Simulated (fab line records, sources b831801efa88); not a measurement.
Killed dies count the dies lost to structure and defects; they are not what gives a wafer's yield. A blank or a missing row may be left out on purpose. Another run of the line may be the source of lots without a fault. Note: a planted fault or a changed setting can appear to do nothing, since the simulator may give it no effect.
Comparing a struck lot with a sound one :: flow sky130 :: 43 steps out of a route of 708
Sound: these wafers, L706.1, L706.3, L706.6. Struck: wafer L714.2 (L714.5, L714.6, from the same lot, were not struck and are left out); the cause is given at the end.
For every step that has rows: the tool of each side, followed by ch and its chambers, followed by its first start. Under that, the readings that differ: sound wafers :: struck wafers :: difference of the means :: sigmas: that difference in standard deviations of wafers without a fault.
alike: words and numbers the same on both sides, and readings whose means are apart by under 2 such deviations; not compared: readings that were withheld, readings missing a value for some wafer, numbers with overlapping values and no deviation given by the record, and bounds like >300 which may hide the same value.
A row with sigmas, a row that says differs or no value, or rows on one side alone: a step with any of these is where the two part. Numbers that have no deviation but don't overlap get no sigmas and don't part them. A reading missing from all wafers of one side parts the sides only when that side holds two or more wafers.

SKY_POLY_GATE_THK_MEAS_04:
  struck on film metro-01, day 19 06:43; sound on film metro-03, day 16 03:06
  alike: POLY_GATE_CVD_03_THK
then, 8 steps without rows for these wafers: SKY_POLY_GATE_DEHYDRATE_05 (time 60 s); SKY_POLY_GATE_HMDS_06 (prime time 60 s); SKY_POLY_GATE_COAT_07 (resist thk 110 nm); SKY_POLY_GATE_COAT_08 (resist thk 450 nm); SKY_POLY_GATE_SOFTBAKE_09 (time 87.27 s); SKY_POLY_GATE_EXPOSE_10 (exposes mask P1M, target cd 150 nm); SKY_POLY_GATE_PEB_11; SKY_POLY_GATE_DEVELOP_12 (develop time 60 s).
SKY_POLY_GATE_CD_MEAS_13: target cd 150 nm.
  struck on cd sem-02, day 20 13:17; sound on cd sem-02, day 17 07:34
  alike: cd nm
SKY_POLY_GATE_OVL_MEAS_14:
  struck on overlay-02, day 20 13:23; sound on overlay-02, day 17 07:41
  alike: POLY_GATE_OVL
SKY_POLY_GATE_ETCH_15: etches BARC in N2/H2, stops on SiO2, time 118.5 s, target depth 110 nm.
  sound on rie diel-01 ch 0,2,3, day 17 07:43; struck on rie diel-02 ch 3, day 20 13:25
  alike: bias w, drypump motor current A, n2 flow sccm, oes product au, throttle valve pct
  not compared: rf hours counter h
SKY_POLY_GATE_ETCH_16: etches Si3N4 in CH3F/O2, stops on poly-Si, time 147.5 s, target depth 75 nm.
  sound on rie diel-01 ch 0,2,3, day 17 07:48; struck on rie diel-02 ch 3, day 20 13:30
  alike: O2_flow_sccm, bias w, ch3f flow sccm, drypump motor current A, oes product au, throttle valve pct
  not compared: rf hours counter h
SKY_POLY_GATE_ETCH_17: etches poly-Si in HBr/Cl2, stops on SiO2, target depth 180 nm, time 70.5 s.
  sound on rie si-02 ch 0,3, day 17 07:54; struck on rie si-01 ch 2, day 20 13:35
  alike: bias w, drypump motor current A, he backside leak sccm, oes product au, throttle valve pct
  not compared: rf hours counter h
SKY_POLY_GATE_STRIP_18: strips in O2/N2.
  sound on plasma asher-02 ch 0, day 17 07:57; struck on plasma asher-01 ch 1, day 20 13:39
  alike: drypump motor current A, n2 flow sccm, oes product au, strip time to endpoint s
  not compared: rf hours counter h
then, 2 steps without rows for these wafers: SKY_POLY_GATE_CLEAN_19 (cleans in SC1/SC2, time 150 s); SKY_POLY_GATE_OXIDATION_20 (stabilise 600 s, purge 300 s, target thk 4 nm).
SKY_POLY_GATE_THK_MEAS_21:
  struck on film metro-03, day 20 15:33; sound on film metro-04, day 17 09:24
reading: POLY_GATE_OXIDATION_THK (nm)
sound: 4.10 4.11 4.07
struck: 3.90
difference: -0.19
sigmas: -2
SKY_POLY_GATE_CD_MEAS_22:
  struck on cd sem-01, day 20 15:38; sound on cd sem-02, day 17 09:28
  alike: cd nm
then, 7 steps without rows for these wafers: SKY_LDD_N_DEHYDRATE_00 (time 60 s); SKY_LDD_N_HMDS_01 (prime time 60 s); SKY_LDD_N_COAT_02 (resist thk 300 nm); SKY_LDD_N_SOFTBAKE_03 (time 60 s); SKY_LDD_N_EXPOSE_04 (exposes mask NTM, target cd 840 nm); SKY_LDD_N_PEB_05; SKY_LDD_N_DEVELOP_06 (develop time 60 s).
SKY_LDD_N_OVL_MEAS_07:
  struck on overlay-01, day 21 22:55; sound on overlay-01, day 18 14:54
  alike: LDD_N_OVL
then, 8 steps without rows for these wafers: SKY_LDD_N_IMPLANT_08; SKY_LDD_N_IMPLANT_09; SKY_LDD_N_IMPLANT_10; SKY_LDD_N_IMPLANT_11; SKY_LDD_N_IMPLANT_12; SKY_LDD_N_IMPLANT_13; SKY_LDD_N_IMPLANT_14; SKY_LDD_N_IMPLANT_15.
SKY_LDD_N_STRIP_16: strips in O2/N2.
  sound on plasma asher-02 ch 0,1, day 18 16:08; struck on plasma asher-03 ch 0, day 22 00:08
  alike: drypump motor current A, n2 flow sccm, oes product au, strip time to endpoint s
  not compared: rf hours counter h
SKY_LDD_N_TW_MEAS_17:
  struck on film metro-01, day 22 00:15; sound on film metro-01, day 18 16:14
  alike: LDD_N_TW
then, 5 steps without rows for these wafers: SKY_LDD_P_DEHYDRATE_00 (time 60 s); SKY_LDD_P_HMDS_01 (prime time 60 s); SKY_LDD_P_COAT_02 (resist thk 1140 nm); SKY_LDD_P_SOFTBAKE_03 (time 60 s); SKY_LDD_P_EXPOSE_04 (exposes mask PSDM, target cd 380 nm).
-- here the record skips 27 days between the struck wafers' starts before and after, leaving off in module LDD_P and picking up in module PAD_OPEN (first step shown: number 708 of the route) --
SKY_PAD_OPEN_PROBE_99:
  only the struck wafers here have rows in the record (prober-02, day 49 00:20); the sound ones have none

## WHERE THEY PART
Earliest at SKY_POLY_GATE_THK_MEAS_21; latest, in this record, at SKY_PAD_OPEN_PROBE_99.

WHY: what the simulator had put in
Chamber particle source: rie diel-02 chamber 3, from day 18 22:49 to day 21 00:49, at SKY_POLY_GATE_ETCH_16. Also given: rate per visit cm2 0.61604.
